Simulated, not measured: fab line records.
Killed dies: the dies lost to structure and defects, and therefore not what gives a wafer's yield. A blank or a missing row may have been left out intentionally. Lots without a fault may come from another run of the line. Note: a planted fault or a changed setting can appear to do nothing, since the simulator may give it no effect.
What tool caused it? | flow gf180mcu | 18 wafers from 6 lots sampled at 2 of the route's 602 steps

== WHAT EACH GAUGE READ, for each wafer ==
GF_STI_CD_MEAS_12: target cd 220 nm.
lot  | measured    | on       | cdNm (nm)
L772 | day 2 07:26 | cdSem-02 | 218.2 218.8 218.9
L776 | day 3 02:16 | cdSem-02 | 217.5 218.1 216.6
L778 | day 3 13:35 | cdSem-02 | 220.7 220.9 221.8
L785 | day 5 01:14 | cdSem-02 | 217.7 219.0 218.2
L792 | day 6 13:31 | cdSem-02 | 219.1 219.1 220.6
L794 | day 7 01:11 | cdSem-02 | 219.3 219.0 219.0

== WHAT TOOL EACH LOT RAN ON (gives the tool, then ch and the chambers of the sampled wafers, and finally the start) ==
lot  | GF_STI_EXPOSE_09
L772 | krfScanner-01 ch 0, day 2 01:19
L776 | krfScanner-02 ch 0, day 2 21:11
L778 | krfScanner-02 ch 0, day 3 07:17
L785 | krfScanner-01 ch 0, day 4 18:37
L792 | krfScanner-01 ch 0, day 6 06:31
L794 | krfScanner-01 ch 0, day 6 17:38
- GF_STI_EXPOSE_09: exposes mask COMP, target cd 220 nm.

== THE ANSWER, worked out from the rows above alone ==
Rule: the lots themselves supply what counts as usual. The widest of any qualifying gaps counts: lots, ordered by their means at a reading, are off when they make up no more than a third of the lots, leave a main group of 4 or more, and stand apart from it by 3 or more times the standard deviation of that group's means. The tables above print the reading to a certain number of digits; a main group whose means all agree to those digits is not used. Also off: a lot with no number at a reading for which 4 or more lots have one. All remaining lots with rows at the step are treated as sound.
None of the lots is off at any reading shown; this tells nothing.

== WHAT THE SIMULATOR HAD PUT IN ==
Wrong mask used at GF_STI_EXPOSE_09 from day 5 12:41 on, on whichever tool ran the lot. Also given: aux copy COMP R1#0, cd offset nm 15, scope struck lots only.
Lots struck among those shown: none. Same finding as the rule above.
